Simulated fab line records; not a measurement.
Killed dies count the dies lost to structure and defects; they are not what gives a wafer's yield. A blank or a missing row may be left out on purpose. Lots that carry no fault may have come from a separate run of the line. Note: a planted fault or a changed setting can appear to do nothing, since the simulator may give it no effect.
The tool behind it: which one? + flow gf180mcu + 14 lots, 42 wafers sampled, at 5 steps of a route of 602

WHAT THE GAUGES READ, wafer by wafer
GF_PSD_RS_MEAS_15: uses a four-point probe to measure. Usual: PSD_RS gives 108.62 ohm/sq (standard deviation 0.27).
| lot  | measured     | on           | PSD_RS (ohm/sq)      | flag |
|------|--------------|--------------|----------------------|------|
| L134 | day 15 00:05 | filmMetro-04 | 108.57 108.58 108.87 |      |
| L135 | day 15 05:19 | filmMetro-01 | 108.77 108.82 108.30 |      |
| L136 | day 15 11:22 | filmMetro-04 | 108.54 108.74 108.17 |      |
| L138 | day 16 04:33 | filmMetro-03 | 108.40 108.64 108.69 |      |
| L139 | day 16 15:52 | filmMetro-04 | 108.41 108.72 108.61 |      |
| L142 | day 17 20:46 | filmMetro-03 | 108.88 108.42 108.80 |      |
| L143 | day 18 05:23 | filmMetro-01 | 108.42 108.36 108.50 |      |
| L145 | day 18 21:34 | filmMetro-04 | 108.86 108.88 108.77 |      |
| L146 | day 19 05:07 | filmMetro-01 | 108.77 108.61 108.37 |      |
| L147 | day 19 10:36 | filmMetro-01 | 108.53 108.73 108.29 |      |
| L149 | day 20 07:58 | filmMetro-03 | 108.53 108.13 108.59 |      |
| L151 | day 20 23:36 | filmMetro-03 | 108.39 108.47 108.58 |      |
| L154 | day 21 21:05 | filmMetro-01 | 109.54 108.88 109.18 |      |
| L155 | day 22 09:55 | filmMetro-01 | 108.89 108.71 108.84 |      |

GF_SAB_THK_MEAS_01. Usual: SAB_CVD_00_THK gives 50.1 nm (standard deviation 0.72).
| lot  | measured     | on           | SAB_CVD_00_THK (nm) | flag |
|------|--------------|--------------|---------------------|------|
| L134 | day 15 00:14 | filmMetro-02 | 48.9 50.4 50.0      |      |
| L135 | day 15 05:28 | filmMetro-02 | 50.0 48.9 50.5      |      |
| L136 | day 15 11:30 | filmMetro-01 | 49.8 51.1 51.1      |      |
| L138 | day 16 04:40 | filmMetro-01 | 50.8 51.3 50.0      |      |
| L139 | day 16 15:59 | filmMetro-01 | 47.9 50.2 48.6      |      |
| L142 | day 17 20:52 | filmMetro-02 | 50.5 50.7 51.1      |      |
| L143 | day 18 05:32 | filmMetro-02 | 50.1 49.4 51.0      |      |
| L145 | day 18 21:41 | filmMetro-02 | 50.3 49.9 50.4      |      |
| L146 | day 19 05:14 | filmMetro-02 | 50.2 50.8 50.1      |      |
| L147 | day 19 10:43 | filmMetro-02 | 49.2 50.6 50.2      |      |
| L149 | day 20 08:07 | filmMetro-01 | 48.4 49.8 49.1      |      |
| L151 | day 20 23:44 | filmMetro-01 | 49.1 48.4 49.5      |      |
| L154 | day 21 21:11 | filmMetro-02 | 50.7 50.5 50.4      |      |
| L155 | day 22 10:03 | filmMetro-03 | 48.8 50.4 50.4      |      |

GF_SAB_OVL_MEAS_10. Usual: SAB_OVL gives 0.3 nm (standard deviation 1.6).
| lot  | measured     | on         | SAB_OVL (nm)   | flag |
|------|--------------|------------|----------------|------|
| L134 | day 15 21:08 | overlay-01 | 0.4 1.7 0.4    |      |
| L135 | day 16 03:14 | overlay-02 | 0.4 0.4 1.0    |      |
| L136 | day 16 08:53 | overlay-01 | 2.6 1.2 1.9    |      |
| L138 | day 17 02:06 | overlay-02 | -1.2 -1.5 -2.3 |      |
| L139 | day 17 13:59 | overlay-01 | 0.7 3.0 1.9    |      |
| L142 | day 18 20:51 | overlay-01 | -0.9 -1.8 -3.0 |      |
| L143 | day 19 05:43 | overlay-01 | 0.4 1.8 1.2    |      |
| L145 | day 19 21:26 | overlay-02 | 0.0 1.8 1.0    |      |
| L146 | day 20 05:23 | overlay-01 | 1.2 1.8 -2.6   |      |
| L147 | day 20 10:42 | overlay-02 | -1.5 -2.4 -1.2 |      |
| L149 | day 21 11:36 | overlay-02 | -0.6 0.1 -0.3  |      |
| L151 | day 21 21:14 | overlay-02 | 1.1 0.5 1.8    |      |
| L154 | day 22 20:15 | overlay-01 | -3.5 -2.2 -2.0 |      |
| L155 | day 23 09:02 | overlay-02 | -0.2 0.6 -0.2  |      |

GF_CONTACT_THK_MEAS_01. Usual: CONTACT_CVD_00_THK gives 303 nm (standard deviation 3.4).
| lot  | measured     | on           | CONTACT_CVD_00_THK (nm) | flag |
|------|--------------|--------------|-------------------------|------|
| L134 | day 15 22:06 | filmMetro-03 | 300 300 303             |      |
| L135 | day 16 04:12 | filmMetro-03 | 304 301 309             |      |
| L136 | day 16 09:52 | filmMetro-04 | 301 303 299             |      |
| L138 | day 17 03:22 | filmMetro-04 | 594 603 601             | OFF  |
| L139 | day 17 15:09 | filmMetro-03 | 597 605 604             | OFF  |
| L142 | day 18 21:49 | filmMetro-04 | 304 300 302             |      |
| L143 | day 19 06:40 | filmMetro-04 | 307 301 303             |      |
| L145 | day 19 22:34 | filmMetro-02 | 299 305 303             |      |
| L146 | day 20 06:22 | filmMetro-02 | 305 309 310             |      |
| L147 | day 20 11:45 | filmMetro-02 | 308 310 307             |      |
| L149 | day 21 12:41 | filmMetro-04 | 302 302 306             |      |
| L151 | day 21 22:11 | filmMetro-04 | 299 303 300             |      |
| L154 | day 22 21:18 | filmMetro-03 | 300 303 305             |      |
| L155 | day 23 10:01 | filmMetro-04 | 300 302 311             |      |

WHAT TOOL EACH LOT RAN ON (gives the tool, then ch and the chambers of the sampled wafers, and finally the start)
| lot  | GF_CONTACT_CVD_00                |
|------|----------------------------------|
| L134 | hdpcvd-01 ch 0,1, day 15 22:04   |
| L135 | hdpcvd-01 ch 0,1, day 16 04:09   |
| L136 | hdpcvd-01 ch 0,1, day 16 09:49   |
| L138 | hdpcvd-02 ch 0,1,2, day 17 03:02 |
| L139 | hdpcvd-01 ch 0,1,2, day 17 14:53 |
| L142 | hdpcvd-02 ch 0,1,2, day 18 21:46 |
| L143 | hdpcvd-01 ch 0,1,2, day 19 06:37 |
| L145 | hdpcvd-01 ch 0,1,2, day 19 22:31 |
| L146 | hdpcvd-01 ch 0,1,2, day 20 06:18 |
| L147 | hdpcvd-01 ch 0,1,2, day 20 11:42 |
| L149 | hdpcvd-02 ch 0,1,2, day 21 12:38 |
| L151 | hdpcvd-01 ch 0,2, day 21 22:08   |
| L154 | hdpcvd-02 ch 0,1,2, day 22 21:15 |
| L155 | hdpcvd-01 ch 1,2, day 23 09:58   |
- GF_CONTACT_CVD_00: deposits SiO2, target thk 300 nm, time 50 s.

WHAT THE TOOLS THEMSELVES READ (means of the sampled wafers that have a number; where no wafer has one, the mark that the record gives instead)
The record holds no such reading with a usual standard deviation.

THE ANSWER, worked out from the rows above alone
Rule: lot off if the mean of its wafers having a number is beyond 3 standard deviations from the usual mean. A lot without any number at a reading at which 4 lots or more have one is off too. All remaining lots with rows at the step are treated as sound. After the gauges, taken in route order, come the tools' own readings; for these a lot's mean is taken, as printed above. The first step at which some lot is off is used, and at that step the reading that is off furthest; a lot without a number counts as furthest.
Off: L138, L139, at GF_CONTACT_THK_MEAS_01 (CONTACT_CVD_00_THK).
A tool fits if, at a process step before that reading, it ran every lot that is off, and no sound lot after the first of them. Gauges at GF_CONTACT_THK_MEAS_01: tried the same way as those tools. No candidate that was tried fits.

WHAT THE SIMULATOR HAD INSERTED
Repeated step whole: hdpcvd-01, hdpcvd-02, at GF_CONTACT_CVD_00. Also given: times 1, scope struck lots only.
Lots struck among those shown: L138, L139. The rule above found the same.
